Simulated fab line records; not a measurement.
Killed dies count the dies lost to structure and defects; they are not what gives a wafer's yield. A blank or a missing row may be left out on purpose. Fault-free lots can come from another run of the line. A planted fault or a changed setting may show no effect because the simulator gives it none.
fab line records	flow gf180mcu
record: lots: 14	wafers: 42	last_day: 34
route steps=602 shown MIM@504 M5@535
lots that met no fault: from a run of the same line without faults
start_h: start of the lot's first displayed wafer, in hours after the record's first day	wait_h: hours from the lot's prior step to this one	" as in the row above	L1.1+2: one row covering several wafers at once	- either no value or no given start	* or withheld: withheld	< > ~ a bound
route shown NAME@n: a module of which the file shows steps, and the number in the route of the first	usual: mean/standard deviation taken from wafers without a fault	same: alike in all rows	chamber/n: place in a boat	sites: readings site by site	_std_site: the values' standard deviation	_edge_site: the outer-site mean with the inner-site mean subtracted	radius_mm: for every site, how far away it sits from the centre of the wafer	mask NAME#n: copy n	behind: tool/chamber where the wafer was last shaped	hold: the reason the lot was held/the length of the hold in hours/how it ended	device: which transistor (n, p or np) failed to switch	end of line: the tests these same wafers got at the end of their route	for a step that has no rows: nothing shown but its recipe	killed: the dies lost at the first sort to structure and to defects; this is not the yield of the wafer	map: dies across one wafer; x = killed, . = not, _ = none there
set.NAME: setting as actually run; set.NAME@STEP: the setting as run at that earlier step	model.NAME: the simulator's own value behind a step, which no gauge read
steps of the route over a sample of lots; a table a step, a row a wafer
services: from which hour (start_h, from the record's first day; less than 0 if before it) a tool's chamber was out of use, for how many hours, and why
== steps ==
step: GF_MIM_SPUTTER_01
recipe: material: TiN	target_thk_nm: 30	power_w: 6500	time_s: 25	chamber_pressure_pa: 0.4
usual: throttle_valve_pct: 29.9/1
lot.wafer	tool	chamber	start_h	wait_h	throttle_valve_pct
L369.1	pvd_sputter-03	-	568.09	0.1	30.9
L369.3	"	-	"	"	29.7
L369.5	"	-	"	"	28.6
L371.1	pvd_sputter-01	-	583.43	0.1	31.0
L371.5	"	-	"	"	28.9
L371.6	"	-	"	"	29.6
L374.1	pvd_sputter-01	-	606.82	0.1	28.4
L374.3	"	-	"	"	28.6
L374.4	"	-	"	"	30.8
L376.3	pvd_sputter-01	-	626.58	0.1	30.0
L376.5	"	-	"	"	28.6
L376.6	"	-	"	"	28.9
L377.1	pvd_sputter-04	-	635.36	0.1	28.4
L377.2	"	-	"	"	31.0
L377.4	"	-	"	"	29.5
L378.3	pvd_sputter-04	-	640.16	0.1	28.4
L378.4	"	-	"	"	28.6
L378.6	"	-	"	"	31.1
L382.1	pvd_sputter-04	-	668.99	0.1	29.6
L382.2	"	-	"	"	28.7
L382.4	"	-	"	"	30.5
L384.3	pvd_sputter-03	-	680.24	0.1	31.1
L384.4	"	-	"	"	30.0
L384.6	"	-	"	"	31.2
L385.1	pvd_sputter-04	-	687.31	0.1	28.6
L385.5	"	-	"	"	28.9
L385.6	"	-	"	"	30.5
L386.1	pvd_sputter-03	-	693.25	0.1	31.5
L386.5	"	-	"	"	30.0
L386.6	"	-	"	"	31.4
L387.1	pvd_sputter-01	-	696.84	0.1	29.0
L387.2	"	-	"	"	31.0
L387.3	"	-	"	"	28.7
L389.1	pvd_sputter-04	-	714.06	0.1	30.5
L389.2	"	-	"	"	28.4
L389.4	"	-	"	"	29.7
L390.3	pvd_sputter-04	-	719.26	0.1	30.6
L390.4	"	-	"	"	31.0
L390.6	"	-	"	"	30.8
L392.1	pvd_sputter-04	-	736.36	0.1	29.8
L392.5	"	-	"	"	29.3
L392.6	"	-	"	"	30.4
step: GF_MIM_SPUTTER_03
recipe: material: Ti	target_thk_nm: 10	substrate_temp_c: 300	chamber_pressure_pa: 0.3	power_w: 3000	time_s: 6.7
usual: throttle_valve_pct: 29.9/1
lot.wafer	tool	chamber	start_h	wait_h	throttle_valve_pct
L369.1	pvd_sputter-03	-	568.15	0.0	31.0
L369.3	"	-	"	"	29.9
L369.5	"	-	"	"	28.7
L371.1	pvd_sputter-01	-	583.49	0.0	31.1
L371.5	"	-	"	"	29.2
L371.6	"	-	"	"	29.8
L374.1	pvd_sputter-01	-	606.88	0.0	28.5
L374.3	"	-	"	"	28.7
L374.4	"	-	"	"	30.9
L376.3	pvd_sputter-01	-	626.64	0.0	29.6
L376.5	"	-	"	"	28.7
L376.6	"	-	"	"	29.0
L377.1	pvd_sputter-04	-	635.42	0.0	28.7
L377.2	"	-	"	"	31.1
L377.4	"	-	"	"	29.5
L378.3	pvd_sputter-04	-	640.22	0.0	28.7
L378.4	"	-	"	"	28.9
L378.6	"	-	"	"	31.4
L382.1	pvd_sputter-04	-	669.05	0.0	29.6
L382.2	"	-	"	"	28.4
L382.4	"	-	"	"	30.8
L384.3	pvd_sputter-03	-	680.30	0.0	31.3
L384.4	"	-	"	"	30.2
L384.6	"	-	"	"	31.3
L385.1	pvd_sputter-04	-	687.37	0.0	28.7
L385.5	"	-	"	"	28.6
L385.6	"	-	"	"	30.8
L386.1	pvd_sputter-03	-	693.31	0.0	31.3
L386.5	"	-	"	"	30.1
L386.6	"	-	"	"	31.2
L387.1	pvd_sputter-01	-	696.90	0.0	29.0
L387.2	"	-	"	"	30.9
L387.3	"	-	"	"	28.5
L389.1	pvd_sputter-04	-	714.12	0.0	30.5
L389.2	"	-	"	"	28.7
L389.4	"	-	"	"	29.5
L390.3	pvd_sputter-04	-	719.32	0.0	30.6
L390.4	"	-	"	"	31.1
L390.6	"	-	"	"	30.6
L392.1	pvd_sputter-04	-	736.42	0.0	29.9
L392.5	"	-	"	"	29.7
L392.6	"	-	"	"	30.8
step: GF_MIM_EXPOSE_16
recipe: mask_id: FuseTop	target_cd_nm: 2000	na: 0.6	source_shape: conventional	sigma_outer: 0.6	dose_mj: 140
usual: exposure_dose_mJ_cm2: 139.99/0.14	focus_offset_nm: -0.1/0.55	na: 0.6/0
lot.wafer	tool	chamber	start_h	wait_h	mask	exposure_dose_mJ_cm2	focus_offset_nm	na
L369.1	iline_stepper-01	0	579.50	-	FuseTop#0	139.91	0.4	0.6
L369.3	"	0	"	"	FuseTop#0	140.20	-0.9	0.6
L369.5	"	0	"	"	FuseTop#0	139.95	0.0	0.6
L371.1	iline_stepper-02	0	594.25	-	FuseTop#0	140.08	0.2	0.6
L371.5	"	0	"	"	FuseTop#0	140.10	0.2	0.6
L371.6	"	0	"	"	FuseTop#0	140.11	0.0	0.6
L374.1	iline_stepper-01	0	617.78	-	FuseTop#0	139.82	0.3	0.6
L374.3	"	0	"	"	FuseTop#0	139.97	0.7	0.6
L374.4	"	0	"	"	FuseTop#0	140.09	0.8	0.6
L376.3	iline_stepper-02	-	637.36	-	FuseTop#0	-	-	-
L376.5	"	-	"	"	FuseTop#0	-	-	-
L376.6	"	-	"	"	FuseTop#0	-	-	-
L377.1	iline_stepper-01	-	645.71	-	FuseTop#0	-	-	-
L377.2	"	-	"	"	FuseTop#0	-	-	-
L377.4	"	-	"	"	FuseTop#0	-	-	-
L378.3	iline_stepper-01	0	650.50	-	FuseTop#0	140.00	-0.6	0.6
L378.4	"	0	"	"	FuseTop#0	140.22	-0.6	0.6
L378.6	"	0	"	"	FuseTop#0	139.97	-0.5	0.6
L382.1	iline_stepper-01	0	678.97	-	FuseTop#0	139.78	0.2	0.6
L382.2	"	0	"	"	FuseTop#0	139.89	0.3	0.6
L382.4	"	0	"	"	FuseTop#0	139.86	0.0	0.6
L384.3	iline_stepper-01	0	689.98	-	FuseTop#0	140.00	-0.2	0.6
L384.4	"	0	"	"	FuseTop#0	139.97	-0.2	0.6
L384.6	"	0	"	"	FuseTop#0	139.86	0.4	0.6
L385.1	iline_stepper-02	0	697.30	-	FuseTop#0	140.21	0.0	0.6
L385.5	"	0	"	"	FuseTop#0	139.99	0.5	0.6
L385.6	"	0	"	"	FuseTop#0	140.11	0.3	0.6
L386.1	iline_stepper-01	0	702.83	-	FuseTop#0	140.17	0.2	0.6
L386.5	"	0	"	"	FuseTop#0	140.02	0.4	0.6
L386.6	"	0	"	"	FuseTop#0	139.84	0.7	0.6
L387.1	iline_stepper-02	0	706.52	-	FuseTop#0	139.87	0.1	0.6
L387.2	"	0	"	"	FuseTop#0	139.74	0.2	0.6
L387.3	"	0	"	"	FuseTop#0	140.04	-0.2	0.6
L389.1	iline_stepper-01	0	723.55	-	FuseTop#0	139.89	-0.2	0.6
L389.2	"	0	"	"	FuseTop#0	139.97	-0.7	0.6
L389.4	"	0	"	"	FuseTop#0	140.07	-0.8	0.6
L390.3	iline_stepper-01	0	728.81	-	FuseTop#0	140.06	0.1	0.6
L390.4	"	0	"	"	FuseTop#0	139.80	0.4	0.6
L390.6	"	0	"	"	FuseTop#0	140.12	-0.7	0.6
L392.1	iline_stepper-02	0	745.28	-	FuseTop#0	139.99	-1.0	0.6
L392.5	"	0	"	"	FuseTop#0	139.99	-0.2	0.6
L392.6	"	0	"	"	FuseTop#0	140.19	-0.3	0.6
step: GF_M5_ETCH_09
recipe: chemistry: CF4/O2	target: Si3N4	target_depth_nm: 52	source_w: 800	bias_w: 150	pressure_mtorr: 150	cf4_flow_sccm: 80	O2_flow_sccm: 10	time_s: 11.6
usual: cf4_flow_sccm: 79.99/0.23	drypump_motor_current_A: 5.9/0.49	oes_product_au: 1.001/0.01	throttle_valve_pct: 5.971/0.01
lot.wafer	tool	chamber	start_h	wait_h	cf4_flow_sccm	drypump_motor_current_A	oes_product_au	rf_hours_counter_h	throttle_valve_pct
L369.1	rie_diel-01	0	611.60	0.0	79.94	6.3	0.991	26	5.959
L369.3	"	2	"	"	79.97	5.8	1.011	-	5.975
L369.5	"	0	"	"	80.16	6.3	0.992	-	5.972
L371.1	rie_diel-04	1	626.22	0.0	80.07	6.7	1.011	59	5.972
L371.5	"	0	"	"	80.03	5.7	0.994	-	5.974
L371.6	"	1	"	"	80.05	6.7	1.006	-	5.983
L374.1	rie_diel-02	3	647.67	0.0	80.15	6.1	1.008	25	5.955
L374.3	"	1	"	"	80.29	6.0	0.992	65	5.950
L374.4	"	2	"	"	80.51	4.8	1.005	5	5.964
L378.3	rie_diel-01	3	679.16	0.0	80.20	5.6	1.001	2	5.973
L378.4	"	1	"	"	80.24	5.4	1.012	21	5.993
L378.6	"	0	"	"	80.36	6.3	0.998	-	5.976
L382.1	rie_diel-01	3	707.95	0.0	79.88	5.6	0.994	3	5.965
L382.2	"	0	"	"	79.72	6.3	1.001	29	5.966
L382.4	"	1	"	"	79.89	5.4	1.009	-	5.972
L384.3	rie_diel-01	0	717.20	0.0	79.59	6.3	0.993	29	5.966
L384.4	"	3	"	"	79.95	5.6	0.993	4	5.969
L384.6	"	2	"	"	79.89	5.8	1.001	-	5.971
L385.1	rie_diel-02	2	724.95	0.0	80.21	4.8	1.007	8	5.965
L385.5	"	1	"	"	79.95	6.0	0.987	-	5.961
L385.6	"	2	"	"	80.13	4.8	0.999	-	5.982
L386.1	rie_diel-04	2	730.00	0.0	79.87	6.4	0.987	10	5.967
L386.5	"	0	"	"	80.05	5.7	1.005	-	5.961
L386.6	"	2	"	"	79.80	6.3	0.992	-	5.960
L387.1	rie_diel-04	0	733.11	0.0	80.24	5.7	1.000	10	5.964
L387.2	"	3	"	"	79.89	6.1	1.010	18	5.990
L387.3	"	2	"	"	79.65	6.3	0.995	10	5.955
L389.1	rie_diel-04	2	749.95	0.0	79.85	6.4	0.991	11	5.972
L389.2	"	3	"	"	80.33	6.1	1.008	18	5.979
L389.4	"	0	"	"	79.99	5.7	1.001	11	5.975
L390.3	rie_diel-04	0	753.91	0.0	79.82	5.7	1.010	11	5.982
L390.4	"	2	"	"	80.17	6.4	0.988	11	5.962
L390.6	"	2	"	"	80.09	6.4	0.998	-	5.961
L392.1	rie_diel-04	0	769.62	0.0	80.21	5.7	1.003	12	5.969
L392.5	"	3	"	"	80.27	6.1	1.015	-	5.975
L392.6	"	1	"	"	79.95	6.7	1.006	-	5.970
== services ==
tool	chamber	start_h	hours	kind
rie_diel-01	3	566.01	5.5	repair
iline_stepper-01	-	571.13	4.4	pm
pvd_sputter-04	-	573.51	2.1	repair
rie_diel-02	3	575.62	2.5	repair
rie_diel-04	-	578.94	14.6	pm
rie_diel-02	1	581.22	4.1	repair
iline_stepper-01	0	589.45	-	calibration
rie_diel-02	-	595.19	14.6	pm
rie_diel-04	0	598.15	14.9	repair
pvd_sputter-04	-	604.51	3.5	repair
rie_diel-01	1	609.40	2.7	repair
pvd_sputter-01	-	615.46	2.5	repair
iline_stepper-01	-	635.77	1.7	pm
rie_diel-01	2	640.04	4.6	repair
iline_stepper-02	-	664.02	2.1	pm
pvd_sputter-03	-	677.38	1.3	repair
rie_diel-04	1	695.06	9.2	repair
rie_diel-01	2	707.76	7.4	repair
rie_diel-04	-	722.45	2.5	repair
iline_stepper-02	-	723.70	1.7	pm
rie_diel-01	-	723.79	1.3	repair
rie_diel-04	1	728.34	10.9	repair
rie_diel-04	2	755.88	55.9	repair
rie_diel-04	1	759.32	9.2	repair
== key ==
first_sign: step: GF_MIM_EXPOSE_16	reading: tool_record	direction: missing
effect none on later readings
met_at GF_MIM_EXPOSE_16
struck_lots L376,L377
later_rows_left_out L376.3,L376.5,L376.6,L377.1,L377.2,L377.4
sort_left_out L376.3,L376.5,L376.6,L377.1,L377.2,L377.4
not_acting_at GF_MIM_SPUTTER_01,GF_MIM_SPUTTER_03,GF_M5_ETCH_09
onset_between 617.78 637.36
fault: kind: skipped_step_whole	tool: iline_stepper-01,iline_stepper-02	chamber: -	onset_h: 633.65	steps: GF_MIM_EXPOSE_16	scope: struck_lots_only
sort_left_out: the simulated sort isn't trusted on such a fault, so these wafers' sort isn't shown, and their yield isn't known
later_rows_left_out: the simulator's readings of these wafers behind a module that went badly wrong aren't trusted and aren't shown, but for the sort
